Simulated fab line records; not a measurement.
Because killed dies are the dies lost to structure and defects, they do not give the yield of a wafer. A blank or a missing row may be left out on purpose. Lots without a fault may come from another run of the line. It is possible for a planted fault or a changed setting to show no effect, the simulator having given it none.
What tool caused it? :: flow sky130 :: 33 wafers from 11 lots sampled at 4 of the route's 708 steps

== WHAT EACH GAUGE READ, for each wafer ==
SKY_CAPM_THK_MEAS_04: measures by xrf.
lot: L784
measured: day 37 22:35
on: film-metro-03
CAPM_TIN_THK (nm): 196 194 195

lot: L785
measured: day 38 12:39
on: film-metro-03
CAPM_TIN_THK (nm): 200 202 199

lot: L787
measured: day 38 15:28
on: film-metro-02
CAPM_TIN_THK (nm): 198 195 196

lot: L789
measured: day 39 09:25
on: film-metro-02
CAPM_TIN_THK (nm): 190 196 195

lot: L790
measured: day 39 08:02
on: film-metro-01
CAPM_TIN_THK (nm): 196 196 197

lot: L791
measured: day 39 16:33
on: film-metro-01
CAPM_TIN_THK (nm): 199 198 198

lot: L792
measured: day 40 06:19
on: film-metro-03
CAPM_TIN_THK (nm): 195 199 199

lot: L796
measured: day 41 08:28
on: film-metro-03
CAPM_TIN_THK (nm): 202 201 198

lot: L797
measured: day 41 16:22
on: film-metro-01
CAPM_TIN_THK (nm): 195 195 199

lot: L802
measured: day 43 02:09
on: film-metro-02
CAPM_TIN_THK (nm): 193 194 194

lot: L804
measured: day 43 07:28
on: film-metro-02
CAPM_TIN_THK (nm): 194 194 193

== WHAT TOOL EACH LOT RAN ON (gives the tool, then ch and the chambers of the sampled wafers, and finally the start) ==
lot: L784
SKY_GATE_OXIDE_COAT_05: litho-track-04 ch 0, day 14 11:44
SKY_GATE_OXIDE_STRIP_13: plasma-asher-01 ch 0,1, day 15 01:25
SKY_LI_CONTACT_ETCH_14: rie-diel-04 ch 1,2,3, day 30 14:36

lot: L785
SKY_GATE_OXIDE_COAT_05: litho-track-01 ch 0, day 15 00:32
SKY_GATE_OXIDE_STRIP_13: plasma-asher-04 ch 0,1, day 15 14:28
SKY_LI_CONTACT_ETCH_14: rie-diel-03 ch 1,2,3, day 31 05:18

lot: L787
SKY_GATE_OXIDE_COAT_05: litho-track-03 ch 0, day 15 05:46
SKY_GATE_OXIDE_STRIP_13: plasma-asher-04 ch 0,1, day 15 20:11
SKY_LI_CONTACT_ETCH_14: rie-diel-03 ch 0,3, day 31 09:48

lot: L789
SKY_GATE_OXIDE_COAT_05: litho-track-01 ch 0, day 15 23:14
SKY_GATE_OXIDE_STRIP_13: plasma-asher-01 ch 0,1, day 16 13:44
SKY_LI_CONTACT_ETCH_14: rie-diel-04 ch 0,2,3, day 32 05:00

lot: L790
SKY_GATE_OXIDE_COAT_05: litho-track-03 ch 0, day 15 23:22
SKY_GATE_OXIDE_STRIP_13: plasma-asher-04 ch 0,1, day 16 14:02
SKY_LI_CONTACT_ETCH_14: rie-diel-01 ch 0,3, day 32 04:11

lot: L791
SKY_GATE_OXIDE_COAT_05: litho-track-03 ch 0, day 16 11:35
SKY_GATE_OXIDE_STRIP_13: plasma-asher-02 ch 0,1, day 17 02:46
SKY_LI_CONTACT_ETCH_14: rie-diel-04 ch 0,1,3, day 32 13:00

lot: L792
SKY_GATE_OXIDE_COAT_05: litho-track-01 ch 0, day 16 20:51
SKY_GATE_OXIDE_STRIP_13: plasma-asher-01 ch 1, day 17 11:50
SKY_LI_CONTACT_ETCH_14: rie-diel-01 ch 1,2,3, day 33 05:51

lot: L796
SKY_GATE_OXIDE_COAT_05: litho-track-04 ch 0, day 18 10:05
SKY_GATE_OXIDE_STRIP_13: plasma-asher-04 ch 0,1, day 19 02:05
SKY_LI_CONTACT_ETCH_14: rie-diel-04 ch 0,2,3, day 34 08:59

lot: L797
SKY_GATE_OXIDE_COAT_05: litho-track-03 ch 0, day 18 15:10
SKY_GATE_OXIDE_STRIP_13: plasma-asher-01 ch 0,1, day 19 06:51
SKY_LI_CONTACT_ETCH_14: rie-diel-04 ch 0,2,3, day 34 16:06

lot: L802
SKY_GATE_OXIDE_COAT_05: litho-track-03 ch 0, day 20 16:13
SKY_GATE_OXIDE_STRIP_13: plasma-asher-02 ch 0,1, day 21 07:36
SKY_LI_CONTACT_ETCH_14: rie-diel-04 ch 0,1,3, day 36 07:45

lot: L804
SKY_GATE_OXIDE_COAT_05: litho-track-03 ch 0, day 20 23:38
SKY_GATE_OXIDE_STRIP_13: plasma-asher-02 ch 0,1, day 21 15:59
SKY_LI_CONTACT_ETCH_14: rie-diel-03 ch 1,2, day 36 13:30
- SKY_GATE_OXIDE_COAT_05: resist thk 1140 nm.
- SKY_GATE_OXIDE_STRIP_13: strips in O2/N2.
- SKY_LI_CONTACT_ETCH_14: etches BARC in N2/H2, stops on SiO2, time 45.9 s, target depth 60 nm.

== THE ANSWER, worked out from the rows above alone ==
Rule: usual is defined by the lots themselves. Put in order of their means at a reading, lots are off if they are a third of the lots or fewer, leave a main group of 4 or more, and stand apart from it by a gap of 3 or more times the standard deviation of the main group's means; of several such gaps the widest counts. A main group is skipped when, at the precision printed for the reading in the tables above, its means are all equal. Also off: a lot with no number at a reading for which 4 or more lots have one. The other lots that the step has rows for count as sound.
No lot is off on any of the readings shown, so nothing can be concluded from this.

== WHAT THE SIMULATOR HAD PUT IN ==
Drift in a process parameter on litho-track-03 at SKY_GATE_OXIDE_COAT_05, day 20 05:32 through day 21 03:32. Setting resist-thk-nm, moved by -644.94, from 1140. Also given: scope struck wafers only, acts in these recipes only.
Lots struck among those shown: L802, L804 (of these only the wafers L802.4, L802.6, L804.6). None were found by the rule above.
